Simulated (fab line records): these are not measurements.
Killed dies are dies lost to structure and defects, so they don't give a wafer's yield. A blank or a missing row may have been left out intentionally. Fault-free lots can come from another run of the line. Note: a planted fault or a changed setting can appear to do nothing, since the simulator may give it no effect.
fab line records -- flow sky130
record: lots: 12, wafers: 36, last_day: 51
route steps=708 shown NWELL@34 DNWELL@44 PAD_OPEN@708
lots untouched by any fault: they come from a run of this same line in which no faults occurred
start_h: hours from the record's opening day to when the first of the lot's shown wafers began -- wait_h: hours elapsed since this lot's preceding step -- " as in the row above -- L1.1+2: several wafers, shown together as one row -- - either no value or no given start -- * or withheld: withheld -- < > ~ a bound
route shown NAME@n: NAME is a module with steps in the file, n the number in the route of the first one -- usual: average and standard deviation across the fault-free wafers -- same: alike in all rows -- chamber/n: place in a boat -- sites: readings site by site -- _std_site: standard deviation of those values -- _edge_site: mean of outer sites minus mean of inner sites -- radius_mm: how far each site lies from the wafer's centre -- mask NAME#n: copy n -- behind: the most recent tool/chamber to have shaped the wafer -- hold: reason for holding the lot/hours on hold/outcome of the hold -- device: whichever transistor did not switch (one of n, p or np) -- end of line: the tests these same wafers got at the end of their route -- step lacking rows: just its recipe -- killed: the dies lost at the first sort to structure and to defects; this is not the yield of the wafer -- map: a wafer's dies, x killed, . not, _ none there
set.NAME: setting as actually run; set.NAME@STEP: the setting as run at that earlier step -- model.NAME: the simulator's own value behind a step, which no gauge read
route steps across a sampled set of lots; one table per step, one row per wafer
services: when a tool's chamber went out of use (start_h, in hours from the record's first day, below 0 if earlier), for how many hours, and the reason
== steps ==
step: SKY_NWELL_THK_MEAS_02
recipe: reads: SiO2_of_NWELL_OXIDATION_01
usual: NWELL_OXIDATION_THK: 9.98/0.18
lot.wafer,tool,chamber,start_h,wait_h,NWELL_OXIDATION_THK[nm]
L464.1,film_metro-03,-,35.43,0.0,10.03
L464.2,film_metro-03,-,35.43,0.0,9.96
L464.4,film_metro-03,-,35.43,0.0,9.95
L469.1,film_metro-04,-,63.84,0.0,9.83
L469.3,film_metro-04,-,63.84,0.0,9.91
L469.4,film_metro-04,-,63.84,0.0,9.97
L468.3,film_metro-03,-,63.86,0.0,10.12
L468.4,film_metro-03,-,63.86,0.0,9.90
L468.5,film_metro-03,-,63.86,0.0,10.00
L470.2,film_metro-03,-,69.15,0.0,10.23
L470.3,film_metro-03,-,69.15,0.0,10.05
L470.6,film_metro-03,-,69.15,0.0,9.96
L471.3,film_metro-02,-,78.28,0.0,9.83
L471.4,film_metro-02,-,78.28,0.0,9.89
L471.5,film_metro-02,-,78.28,0.0,9.95
L473.2,film_metro-04,-,88.61,0.0,9.86
L473.3,film_metro-04,-,88.61,0.0,9.77
L473.4,film_metro-04,-,88.61,0.0,10.02
L475.1,film_metro-02,-,96.10,0.0,10.17
L475.2,film_metro-02,-,96.10,0.0,10.23
L475.5,film_metro-02,-,96.10,0.0,10.23
L476.1,film_metro-02,-,104.63,0.0,9.96
L476.2,film_metro-02,-,104.63,0.0,9.85
L476.6,film_metro-02,-,104.63,0.0,9.93
L480.2,film_metro-03,-,133.95,0.0,9.92
L480.4,film_metro-03,-,133.95,0.0,9.97
L480.5,film_metro-03,-,133.95,0.0,10.14
L484.2,film_metro-03,-,152.03,0.0,9.83
L484.4,film_metro-03,-,152.03,0.0,9.51
L484.6,film_metro-03,-,152.03,0.0,9.68
L485.4,film_metro-04,-,156.10,0.0,9.81
L485.5,film_metro-04,-,156.10,0.0,9.83
L485.6,film_metro-04,-,156.10,0.0,9.75
L486.1,film_metro-04,-,157.46,0.0,10.12
L486.2,film_metro-04,-,157.46,0.0,10.00
L486.5,film_metro-04,-,157.46,0.0,10.05
step: SKY_DNWELL_TW_MEAS_09
usual: DNWELL_TW: 1115/7.8
lot.wafer,tool,chamber,start_h,wait_h,DNWELL_TW
L464.1,film_metro-02,-,51.52,0.1,1102
L464.2,film_metro-02,-,51.52,0.1,1112
L464.4,film_metro-02,-,51.52,0.1,1110
L469.1,film_metro-03,-,81.24,0.1,1119
L469.3,film_metro-03,-,81.24,0.1,1118
L469.4,film_metro-03,-,81.24,0.1,1121
L468.3,film_metro-03,-,81.88,0.1,1121
L468.4,film_metro-03,-,81.88,0.1,1122
L468.5,film_metro-03,-,81.88,0.1,1120
L470.2,film_metro-03,-,87.15,0.1,1121
L470.3,film_metro-03,-,87.15,0.1,1123
L470.6,film_metro-03,-,87.15,0.1,1121
L471.3,film_metro-02,-,96.83,0.1,1111
L471.4,film_metro-02,-,96.83,0.1,1114
L471.5,film_metro-02,-,96.83,0.1,1115
L473.2,film_metro-02,-,106.36,0.1,1112
L473.3,film_metro-02,-,106.36,0.1,1104
L473.4,film_metro-02,-,106.36,0.1,1111
L475.1,film_metro-04,-,114.55,0.1,1126
L475.2,film_metro-04,-,114.55,0.1,1131
L475.5,film_metro-04,-,114.55,0.1,1126
L476.1,film_metro-04,-,121.84,0.1,1109
L476.2,film_metro-04,-,121.84,0.1,1109
L476.6,film_metro-04,-,121.84,0.1,1107
L480.2,film_metro-04,-,152.03,0.1,1114
L480.4,film_metro-04,-,152.03,0.1,1115
L480.5,film_metro-04,-,152.03,0.1,1109
L484.2,film_metro-02,-,172.76,0.1,1100
L484.4,film_metro-02,-,172.76,0.1,1101
L484.6,film_metro-02,-,172.76,0.1,1108
L485.4,film_metro-04,-,177.42,0.1,1110
L485.5,film_metro-04,-,177.42,0.1,1117
L485.6,film_metro-04,-,177.42,0.1,1116
L486.1,film_metro-03,-,178.51,0.1,1123
L486.2,film_metro-03,-,178.51,0.1,1126
L486.5,film_metro-03,-,178.51,0.1,1120
step: SKY_NWELL_IMPLANT_11
recipe: species: P, energy_kev: 400, dose_cm2: 1.9e+13, tilt_deg: withheld
usual: beam_energy_keV: 400.01/0.11
lot.wafer,tool,chamber,start_h,wait_h,beam_energy_keV
L464.1,implanter-01,0,84.86,0.0,399.98
L464.2,implanter-01,0,84.86,0.0,400.12
L464.4,implanter-01,0,84.86,0.0,399.89
L469.1,implanter-04,0,117.71,0.0,400.06
L469.3,implanter-04,0,117.71,0.0,399.94
L469.4,implanter-04,0,117.71,0.0,400.00
L468.3,implanter-01,0,118.81,0.1,400.05
L468.4,implanter-01,0,118.81,0.1,400.04
L468.5,implanter-01,0,118.81,0.1,400.07
L470.2,implanter-04,0,123.67,0.0,400.15
L470.3,implanter-04,0,123.67,0.0,400.10
L470.6,implanter-04,0,123.67,0.0,400.11
L471.3,implanter-03,0,132.19,0.1,400.05
L471.4,implanter-03,0,132.19,0.1,399.93
L471.5,implanter-03,0,132.19,0.1,399.94
L473.2,implanter-01,0,142.72,0.0,400.20
L473.3,implanter-01,0,142.72,0.0,400.02
L473.4,implanter-01,0,142.72,0.0,400.07
L475.1,implanter-03,0,149.41,0.0,400.01
L475.2,implanter-03,0,149.41,0.0,399.95
L475.5,implanter-03,0,149.41,0.0,400.06
L476.1,implanter-03,0,158.49,0.0,399.92
L476.2,implanter-03,0,158.49,0.0,400.25
L476.6,implanter-03,0,158.49,0.0,399.96
L480.2,implanter-04,0,194.08,0.0,400.02
L480.4,implanter-04,0,194.08,0.0,399.91
L480.5,implanter-04,0,194.08,0.0,400.13
L484.2,implanter-01,0,215.08,0.0,367.37
L484.4,implanter-01,0,215.08,0.0,367.37
L484.6,implanter-01,0,215.08,0.0,367.28
L485.4,implanter-01,0,220.12,0.1,367.37
L485.5,implanter-01,0,220.12,0.1,367.25
L485.6,implanter-01,0,220.12,0.1,367.23
L486.1,implanter-01,0,221.64,0.0,367.16
L486.2,implanter-01,0,221.64,0.0,367.27
L486.5,implanter-01,0,221.64,0.0,367.30
step: SKY_NWELL_STRIP_25
recipe: chemistry: O2/N2, power_w: 1400, pressure_mtorr: 1500, platen_temp_c: withheld, o2_flow_sccm: 3000, n2_flow_sccm: 300, overash_fraction: 0.5
usual: drypump_motor_current_A: 5.5/0.54, n2_flow_sccm: 300.0/0.93, oes_product_au: 0.722/0.0045, strip_time_to_endpoint_s: 36.90/0.1
lot.wafer,tool,chamber,start_h,wait_h,drypump_motor_current_A,n2_flow_sccm,oes_product_au,rf_hours_counter_h,strip_time_to_endpoint_s
L464.1,plasma_asher-04,0,103.21,0.1,5.2,299.6,0.723,43,37.11
L464.2,plasma_asher-04,1,103.21,0.1,4.9,300.7,0.720,43,37.06
L464.4,plasma_asher-04,0,103.21,0.1,5.2,300.6,0.723,-,37.00
L469.1,plasma_asher-03,0,135.64,0.1,6.3,300.7,0.715,43,36.88
L469.3,plasma_asher-03,1,135.64,0.1,5.8,301.8,0.730,-,36.93
L469.4,plasma_asher-03,0,135.64,0.1,6.4,300.8,0.719,-,36.83
L468.3,plasma_asher-03,0,137.20,0.1,6.4,301.9,0.724,-,37.15
L468.4,plasma_asher-03,1,137.20,0.1,5.8,301.0,0.719,-,37.18
L468.5,plasma_asher-03,1,137.20,0.1,5.8,299.6,0.720,-,37.10
L470.2,plasma_asher-04,0,143.01,0.1,5.2,300.0,0.713,47,36.93
L470.3,plasma_asher-04,1,143.01,0.1,4.9,300.4,0.725,-,36.83
L470.6,plasma_asher-04,0,143.01,0.1,5.2,300.4,0.720,-,36.86
L471.3,plasma_asher-03,1,150.75,0.1,5.8,299.5,0.715,-,36.97
L471.4,plasma_asher-03,0,150.75,0.1,6.3,301.5,0.722,-,36.93
L471.5,plasma_asher-03,0,150.75,0.1,6.3,299.7,0.725,-,37.00
L473.2,plasma_asher-03,1,162.66,0.1,5.8,300.3,0.726,46,36.84
L473.3,plasma_asher-03,0,162.66,0.1,6.4,301.6,0.724,-,36.82
L473.4,plasma_asher-03,1,162.66,0.1,5.8,299.6,0.711,-,36.76
L475.1,plasma_asher-03,1,169.81,0.1,5.8,299.9,0.728,47,36.70
L475.2,plasma_asher-03,0,169.81,0.1,6.4,299.9,0.723,47,36.70
L475.5,plasma_asher-03,0,169.81,0.1,6.4,300.4,0.719,-,36.90
L476.1,plasma_asher-01,1,179.99,0.1,4.8,299.2,0.718,38,36.88
L476.2,plasma_asher-01,0,179.99,0.1,5.7,301.8,0.729,38,36.85
L476.6,plasma_asher-01,0,179.99,0.1,5.7,300.6,0.721,-,36.89
L480.2,plasma_asher-04,1,215.86,0.1,4.8,299.0,0.725,54,36.86
L480.4,plasma_asher-04,1,215.86,0.1,4.8,299.5,0.717,-,36.89
L480.5,plasma_asher-04,1,215.86,0.1,4.9,299.1,0.726,-,36.89
L484.2,plasma_asher-01,1,238.16,0.1,4.9,300.2,0.718,44,36.86
L484.4,plasma_asher-01,0,238.16,0.1,5.7,298.8,0.724,-,36.83
L484.6,plasma_asher-01,1,238.16,0.1,4.8,299.5,0.723,-,36.90
L485.4,plasma_asher-03,0,242.85,0.1,6.3,300.2,0.721,-,36.95
L485.5,plasma_asher-03,0,242.85,0.1,6.4,299.9,0.716,-,36.95
L485.6,plasma_asher-03,1,242.85,0.1,5.8,298.9,0.725,-,36.91
L486.1,plasma_asher-04,0,245.14,0.1,5.2,300.1,0.725,56,36.89
L486.2,plasma_asher-04,1,245.14,0.1,4.9,300.9,0.723,56,36.94
L486.5,plasma_asher-04,1,245.14,0.1,4.8,299.5,0.722,-,36.82
step: SKY_NWELL_RS_MEAS_29
recipe: thk_meas_gauge: four-point-probe
usual: NWELL_RS: 624.4/1.8
lot.wafer,tool,chamber,start_h,wait_h,NWELL_RS[ohm/sq]
L464.1,film_metro-03,-,103.52,0.1,627.8
L464.2,film_metro-03,-,103.52,0.1,627.3
L464.4,film_metro-03,-,103.52,0.1,626.5
L469.1,film_metro-02,-,135.95,0.1,624.1
L469.3,film_metro-02,-,135.95,0.1,623.0
L469.4,film_metro-02,-,135.95,0.1,624.4
L468.3,film_metro-04,-,137.51,0.1,624.1
L468.4,film_metro-04,-,137.51,0.1,623.7
L468.5,film_metro-04,-,137.51,0.1,624.0
L470.2,film_metro-03,-,143.34,0.1,624.1
L470.3,film_metro-03,-,143.34,0.1,624.7
L470.6,film_metro-03,-,143.34,0.1,623.9
L471.3,film_metro-03,-,151.06,0.1,622.6
L471.4,film_metro-03,-,151.06,0.1,623.6
L471.5,film_metro-03,-,151.06,0.1,622.6
L473.2,film_metro-04,-,163.00,0.1,626.2
L473.3,film_metro-04,-,163.00,0.1,625.7
L473.4,film_metro-04,-,163.00,0.1,625.3
L475.1,film_metro-04,-,170.12,0.1,624.7
L475.2,film_metro-04,-,170.12,0.1,623.8
L475.5,film_metro-04,-,170.12,0.1,624.8
L476.1,film_metro-02,-,180.30,0.1,623.7
L476.2,film_metro-02,-,180.30,0.1,623.4
L476.6,film_metro-02,-,180.30,0.1,624.8
L480.2,film_metro-04,-,216.19,0.1,627.2
L480.4,film_metro-04,-,216.19,0.1,626.9
L480.5,film_metro-04,-,216.19,0.1,626.9
L484.2,film_metro-03,-,238.49,0.1,639.8
L484.4,film_metro-03,-,238.49,0.1,641.0
L484.6,film_metro-03,-,238.49,0.1,638.6
L485.4,film_metro-03,-,243.18,0.1,637.3
L485.5,film_metro-03,-,243.18,0.1,639.9
L485.6,film_metro-03,-,243.18,0.1,638.4
L486.1,film_metro-03,-,245.45,0.1,636.4
L486.2,film_metro-03,-,245.45,0.1,637.5
L486.5,film_metro-03,-,245.45,0.1,636.4
step: SKY_PAD_OPEN_PROBE_99
usual: killed_at_M0_to_M3: 44/7.4, killed_at_M4_up: 3.1/1.8, killed_at_contacts: 25/6, killed_at_front_end: 15/4.4, killed_at_other: 0.3/0.49, killed_dies: 88/10, killed_on_rim: 17/3.6, killed_open: 48/7.4, killed_short: 39/6.3
same: gross_dies: 492, killed_at_back_side: 0
lot.wafer,tool,chamber,start_h,wait_h,killed_at_M0_to_M3,killed_at_M4_up,killed_at_contacts,killed_at_front_end,killed_at_other,killed_dies,killed_on_rim,killed_open,killed_short
L464.1,prober-02,-,1078.52,0.1,41,1,37,17,0,96,23,57,39
L464.2,prober-02,-,1078.57,0.1,45,1,24,10,0,80,15,52,28
L464.4,prober-02,-,1078.67,0.2,47,4,21,18,0,90,17,51,39
L469.1,prober-02,-,1113.17,0.1,61,4,22,17,0,104,22,51,53
L469.3,prober-02,-,1113.27,0.2,47,4,20,18,1,90,14,45,45
L469.4,prober-02,-,1113.32,0.2,41,3,32,14,0,90,19,54,36
L468.3,prober-01,-,1118.10,0.2,51,3,15,12,0,81,15,46,35
L468.4,prober-01,-,1118.15,0.2,58,3,16,13,0,90,18,49,41
L468.5,prober-01,-,1118.20,0.2,34,2,18,13,0,67,11,32,35
L470.2,prober-02,-,1124.60,0.1,46,5,29,10,0,90,13,46,44
L470.3,prober-02,-,1124.65,0.2,39,2,23,9,0,73,14,39,34
L470.6,prober-02,-,1124.80,0.2,38,2,25,11,0,76,16,44,32
L471.3,prober-01,-,1134.37,0.2,26,6,37,21,1,91,17,43,48
L471.4,prober-01,-,1134.42,0.2,29,2,29,18,0,78,16,51,27
L471.5,prober-01,-,1134.47,0.2,37,5,32,19,0,93,19,51,42
L473.2,prober-01,-,1144.31,0.1,35,1,33,16,0,85,11,47,38
L473.3,prober-01,-,1144.36,0.2,50,1,33,19,0,103,21,63,40
L473.4,prober-01,-,1144.41,0.2,32,3,17,29,0,81,14,40,41
L475.1,prober-02,-,1152.61,0.1,40,1,24,13,0,78,19,42,36
L475.2,prober-02,-,1152.66,0.1,39,5,30,8,0,82,19,58,24
L475.5,prober-02,-,1152.81,0.2,39,4,28,17,0,88,18,48,39
L476.1,prober-02,-,1156.21,0.1,45,7,31,11,0,94,17,50,44
L476.2,prober-02,-,1156.26,0.1,58,4,27,5,0,94,17,52,42
L476.6,prober-02,-,1156.46,0.2,43,7,31,9,0,90,14,45,45
L480.2,prober-02,-,1188.93,0.1,46,5,25,15,1,92,22,44,48
L480.4,prober-02,-,1189.03,0.2,43,4,23,13,0,83,23,48,35
L480.5,prober-02,-,1189.08,0.2,53,1,30,11,0,95,20,58,37
L484.2,prober-02,-,1207.86,0.1,48,6,19,16,2,91,15,53,37
L484.4,prober-02,-,1207.96,0.2,54,2,31,20,1,108,20,47,60
L484.6,prober-02,-,1208.06,0.2,50,4,15,14,1,84,16,43,39
L486.1,prober-01,-,1209.20,0.1,53,0,31,12,1,97,22,57,40
L486.2,prober-01,-,1209.25,0.1,44,4,31,18,0,97,21,60,37
L486.5,prober-01,-,1209.40,0.2,44,5,17,10,0,76,15,40,36
L485.4,prober-02,-,1213.40,0.2,44,5,19,13,0,81,12,37,44
L485.5,prober-02,-,1213.45,0.2,39,1,28,19,0,87,20,54,33
L485.6,prober-02,-,1213.50,0.2,46,2,21,18,0,87,16,50,37
killed by level:class
L464.1 CONTACT:geometric_particle:open=14 VIA1:geometric_particle:open=12 METAL1:geometric_particle:short=8 FIELD_ISO:geometric_particle:short=7 VIA3:geometric_particle:open=7 LI_CONTACT:geometric_particle:open=6 LOCAL_INTERCONNECT:geometric_particle:short=6 FIELD_ISO:geometric_particle:open=4
L464.2 VIA1:geometric_particle:open=12 VIA3:geometric_particle:open=10 LI_CONTACT:geometric_particle:open=8 CONTACT:geometric_particle:open=8 METAL2:geometric_particle:short=8 VIA2:geometric_particle:open=6 CONTACT:geometric_particle:short=4 FIELD_ISO:geometric_particle:open=3
L464.4 VIA1:geometric_particle:open=10 CONTACT:geometric_particle:open=9 VIA2:geometric_particle:open=7 LI_CONTACT:geometric_particle:open=7 VIA3:geometric_particle:open=7 METAL2:geometric_particle:short=6 METAL1:geometric_particle:short=5 FIELD_ISO:geometric_particle:open=4
L469.1 VIA2:geometric_particle:open=11 LI_CONTACT:geometric_particle:open=9 METAL1:geometric_particle:short=8 VIA1:geometric_particle:open=8 VIA3:geometric_particle:open=8 VIA1:geometric_particle:short=6 METAL2:geometric_particle:short=6 POLY_GATE:geometric_particle:short=5
L469.3 VIA1:geometric_particle:open=10 VIA2:geometric_particle:open=9 POLY_GATE:geometric_particle:open=7 METAL2:geometric_particle:short=7 FIELD_ISO:geometric_particle:short=6 CONTACT:geometric_particle:open=6 VIA1:geometric_particle:short=5 LI_CONTACT:geometric_particle:open=4
L469.4 CONTACT:geometric_particle:open=15 LI_CONTACT:geometric_particle:open=12 VIA3:geometric_particle:open=8 VIA1:geometric_particle:open=7 FIELD_ISO:geometric_particle:short=6 VIA1:geometric_particle:short=5 METAL1:geometric_particle:open=4 POLY_GATE:geometric_particle:short=3
L468.3 VIA1:geometric_particle:open=12 VIA2:geometric_particle:open=11 METAL1:geometric_particle:short=7 POLY_GATE:geometric_particle:short=5 CONTACT:geometric_particle:open=5 LI_CONTACT:geometric_particle:open=5 VIA1:geometric_particle:short=4 VIA2:geometric_particle:short=4
L468.4 VIA1:geometric_particle:open=14 VIA2:geometric_particle:open=10 VIA1:geometric_particle:short=7 METAL2:geometric_particle:short=7 VIA3:geometric_particle:open=7 CONTACT:geometric_particle:open=6 FIELD_ISO:geometric_particle:short=3 FIELD_ISO:geometric_particle:open=3
L468.5 VIA1:geometric_particle:open=9 CONTACT:geometric_particle:open=8 METAL1:geometric_particle:short=4 VIA1:geometric_particle:short=4 VIA3:geometric_particle:short=4 VIA3:geometric_particle:open=4 FIELD_ISO:geometric_particle:open=3 FIELD_ISO:geometric_particle:short=3
L470.2 VIA1:geometric_particle:open=9 LI_CONTACT:geometric_particle:open=8 CONTACT:geometric_particle:open=8 VIA2:geometric_particle:open=8 METAL2:geometric_particle:short=7 METAL1:geometric_particle:short=6 FIELD_ISO:geometric_particle:short=5 LI_CONTACT:geometric_particle:short=5
L470.3 CONTACT:geometric_particle:open=10 VIA2:geometric_particle:open=7 LI_CONTACT:geometric_particle:open=6 METAL2:geometric_particle:short=6 VIA1:geometric_particle:short=5 VIA1:geometric_particle:open=5 VIA3:geometric_particle:open=5 LOCAL_INTERCONNECT:geometric_particle:short=4
L470.6 VIA2:geometric_particle:open=10 CONTACT:geometric_particle:open=8 VIA1:geometric_particle:open=8 LI_CONTACT:geometric_particle:open=7 METAL2:geometric_particle:short=5 LOCAL_INTERCONNECT:geometric_particle:short=4 CONTACT:geometric_particle:short=4 VIA3:geometric_particle:short=4
L471.3 LI_CONTACT:geometric_particle:open=10 LOCAL_INTERCONNECT:geometric_particle:short=9 CONTACT:geometric_particle:short=8 FIELD_ISO:geometric_particle:open=7 CONTACT:geometric_particle:open=7 METAL4:geometric_particle:short=6 VIA1:geometric_particle:open=5 FIELD_ISO:geometric_particle:short=4
L471.4 CONTACT:geometric_particle:open=14 POLY_GATE:geometric_particle:open=7 LI_CONTACT:geometric_particle:open=7 FIELD_ISO:geometric_particle:open=6 METAL1:geometric_particle:short=6 VIA1:geometric_particle:open=6 VIA2:geometric_particle:open=5 CONTACT:geometric_particle:short=4
L471.5 LI_CONTACT:geometric_particle:open=13 VIA1:geometric_particle:open=12 VIA1:geometric_particle:short=11 CONTACT:geometric_particle:open=9 POLY_GATE:geometric_particle:open=6 POLY_GATE:geometric_particle:short=6 LI_CONTACT:geometric_particle:short=4 LOCAL_INTERCONNECT:geometric_particle:short=4
L473.2 CONTACT:geometric_particle:open=13 LOCAL_INTERCONNECT:geometric_particle:short=11 VIA1:geometric_particle:open=7 FIELD_ISO:geometric_particle:open=6 VIA3:geometric_particle:open=6 METAL3:geometric_particle:short=6 VIA2:geometric_particle:open=5 FIELD_ISO:geometric_particle:short=4
L473.3 LI_CONTACT:geometric_particle:open=11 CONTACT:geometric_particle:open=10 VIA1:geometric_particle:open=10 VIA2:geometric_particle:open=9 VIA3:geometric_particle:open=6 FIELD_ISO:geometric_particle:short=5 METAL2:geometric_particle:short=5 FIELD_ISO:geometric_particle:open=4
L473.4 FIELD_ISO:geometric_particle:short=11 FIELD_ISO:geometric_particle:open=9 VIA1:geometric_particle:open=7 CONTACT:geometric_particle:open=6 VIA2:geometric_particle:short=5 VIA3:geometric_particle:open=5 POLY_GATE:geometric_particle:short=4 LI_CONTACT:geometric_particle:open=4
L475.1 LI_CONTACT:geometric_particle:open=9 METAL2:geometric_particle:short=9 VIA1:geometric_particle:open=9 CONTACT:geometric_particle:open=6 VIA2:geometric_particle:open=5 CONTACT:geometric_particle:short=4 VIA1:geometric_particle:short=4 VIA3:geometric_particle:open=4
L475.2 VIA1:geometric_particle:open=16 CONTACT:geometric_particle:open=15 LI_CONTACT:geometric_particle:open=9 VIA3:geometric_particle:open=6 CONTACT:geometric_particle:short=4 METAL2:geometric_particle:short=4 METAL1:geometric_particle:short=3 VIA1:geometric_particle:short=3
L475.5 VIA1:geometric_particle:open=18 LOCAL_INTERCONNECT:geometric_particle:short=9 FIELD_ISO:geometric_particle:open=7 CONTACT:geometric_particle:open=7 VIA1:geometric_particle:short=6 LI_CONTACT:geometric_particle:open=5 METAL2:geometric_particle:short=4 POLY_GATE:geometric_particle:short=3
L476.1 LI_CONTACT:geometric_particle:open=9 VIA1:geometric_particle:open=8 CONTACT:geometric_particle:open=8 METAL1:geometric_particle:short=7 VIA3:geometric_particle:open=7 METAL4:geometric_particle:short=6 CONTACT:geometric_particle:short=6 VIA1:geometric_particle:short=6
L476.2 CONTACT:geometric_particle:open=13 VIA3:geometric_particle:open=11 VIA1:geometric_particle:open=10 VIA3:geometric_particle:short=9 METAL1:geometric_particle:short=7 LI_CONTACT:geometric_particle:open=6 VIA2:geometric_particle:open=6 LOCAL_INTERCONNECT:geometric_particle:short=5
L476.6 VIA1:geometric_particle:open=10 METAL1:geometric_particle:short=9 LI_CONTACT:geometric_particle:open=8 CONTACT:geometric_particle:open=8 CONTACT:geometric_particle:short=6 VIA1:geometric_particle:short=6 METAL4:geometric_particle:short=6 LI_CONTACT:geometric_particle:short=5
L480.2 CONTACT:geometric_particle:open=8 LI_CONTACT:geometric_particle:open=8 VIA1:geometric_particle:open=7 METAL2:geometric_particle:short=7 VIA2:geometric_particle:short=6 VIA3:geometric_particle:open=6 VIA2:geometric_particle:open=6 METAL1:geometric_particle:short=5
L480.4 CONTACT:geometric_particle:open=13 VIA3:geometric_particle:open=9 VIA2:geometric_particle:open=9 METAL2:geometric_particle:short=8 LOCAL_INTERCONNECT:geometric_particle:short=5 VIA1:geometric_particle:open=4 VIA1:geometric_particle:short=4 METAL4:geometric_particle:short=4
L480.5 VIA1:geometric_particle:open=15 CONTACT:geometric_particle:open=12 METAL2:geometric_particle:short=7 VIA3:geometric_particle:open=7 LOCAL_INTERCONNECT:geometric_particle:short=6 LI_CONTACT:geometric_particle:open=6 METAL1:geometric_particle:short=5 VIA2:geometric_particle:open=5
L484.2 VIA1:geometric_particle:open=10 VIA2:geometric_particle:open=9 LI_CONTACT:geometric_particle:open=7 CONTACT:geometric_particle:open=7 METAL1:geometric_particle:short=6 VIA1:geometric_particle:short=6 FIELD_ISO:geometric_particle:open=5 METAL4:geometric_particle:short=5
L484.4 VIA1:geometric_particle:short=11 LOCAL_INTERCONNECT:geometric_particle:short=8 CONTACT:geometric_particle:open=8 VIA1:geometric_particle:open=7 POLY_GATE:geometric_particle:short=7 METAL2:geometric_particle:short=7 LI_CONTACT:geometric_particle:open=5 VIA2:geometric_particle:short=4
L484.6 VIA1:geometric_particle:open=9 VIA3:geometric_particle:open=7 METAL1:geometric_particle:short=7 VIA2:geometric_particle:open=7 FIELD_ISO:geometric_particle:open=6 VIA1:geometric_particle:short=6 CONTACT:geometric_particle:open=5 LOCAL_INTERCONNECT:geometric_particle:short=4
L486.1 VIA1:geometric_particle:open=17 CONTACT:geometric_particle:open=14 METAL1:geometric_particle:short=9 LI_CONTACT:geometric_particle:open=7 VIA3:geometric_particle:open=6 CONTACT:geometric_particle:short=5 VIA2:geometric_particle:open=5 VIA3:geometric_particle:short=5
L486.2 VIA1:geometric_particle:open=15 CONTACT:geometric_particle:open=11 LI_CONTACT:geometric_particle:open=9 VIA3:geometric_particle:open=6 POLY_GATE:geometric_particle:short=5 LOCAL_INTERCONNECT:geometric_particle:short=5 CONTACT:geometric_particle:short=5 FIELD_ISO:geometric_particle:short=4
L486.5 VIA2:geometric_particle:open=8 LI_CONTACT:geometric_particle:open=7 VIA1:geometric_particle:open=7 METAL2:geometric_particle:short=7 CONTACT:geometric_particle:short=6 METAL1:geometric_particle:short=6 VIA3:geometric_particle:open=5 POLY_GATE:geometric_particle:open=4
L485.4 VIA1:geometric_particle:short=9 VIA1:geometric_particle:open=8 LI_CONTACT:geometric_particle:open=6 CONTACT:geometric_particle:short=5 CONTACT:geometric_particle:open=5 VIA2:geometric_particle:open=5 VIA3:geometric_particle:open=5 METAL2:geometric_particle:short=4
L485.5 LI_CONTACT:geometric_particle:open=12 VIA2:geometric_particle:open=11 VIA1:geometric_particle:open=9 POLY_GATE:geometric_particle:open=5 POLY_GATE:geometric_particle:short=5 CONTACT:geometric_particle:open=5 METAL2:geometric_particle:short=5 VIA3:geometric_particle:open=4
L485.6 VIA1:geometric_particle:open=12 CONTACT:geometric_particle:open=11 METAL1:geometric_particle:short=6 METAL2:geometric_particle:short=6 FIELD_ISO:geometric_particle:open=5 LI_CONTACT:geometric_particle:open=5 VIA1:geometric_particle:short=5 VIA2:geometric_particle:short=5
== services ==
tool,chamber,start_h,hours,kind
implanter-01,-,85.88,0.9,repair
implanter-03,-,123.27,5.1,repair
implanter-03,-,141.47,2.1,repair
plasma_asher-04,-,154.32,3.3,repair
implanter-04,-,174.49,5.6,pm
implanter-04,-,182.99,5.7,repair
implanter-04,-,185.94,1.0,repair
implanter-01,-,187.03,7.5,pm
implanter-04,-,190.07,1.7,repair
implanter-01,-,194.48,3.1,pm
implanter-04,-,208.75,2.8,repair
implanter-04,-,215.03,2.5,repair
implanter-04,-,228.86,5.2,repair
plasma_asher-04,-,231.91,2.8,repair
plasma_asher-03,-,232.14,2.8,pm
implanter-04,-,233.69,3.2,repair
== key ==
first_sign: step: SKY_NWELL_IMPLANT_11, reading: beam_energy_keV, direction: down, sigmas: 99+, usual: *, struck: *
effect: step: SKY_NWELL_RS_MEAS_29, reading: NWELL_RS, direction: up, sigmas: 7.9, usual: 624.4, struck: 638.4
met_at SKY_NWELL_IMPLANT_11
struck_lots L484,L485,L486
tester_left_out L484,L485,L486
not_acting_at SKY_NWELL_THK_MEAS_02,SKY_DNWELL_TW_MEAS_09,SKY_NWELL_STRIP_25
onset_between 142.72 215.08
fault: kind: process_parameter_drift, tool: implanter-01, chamber: -, onset_h: 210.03, steps: SKY_NWELL_IMPLANT_11, channel: energy_kev, offset: *, shape: step, end_h: 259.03, acts_in: *, stated: *
tester_left_out: of these lots the tester's yield and bins aren't shown, on N5 and GAA mostly nor the transistor test; their killed dies are dies lost to structure and defects alone, not to doping, threshold or leakage, so they don't give the yield
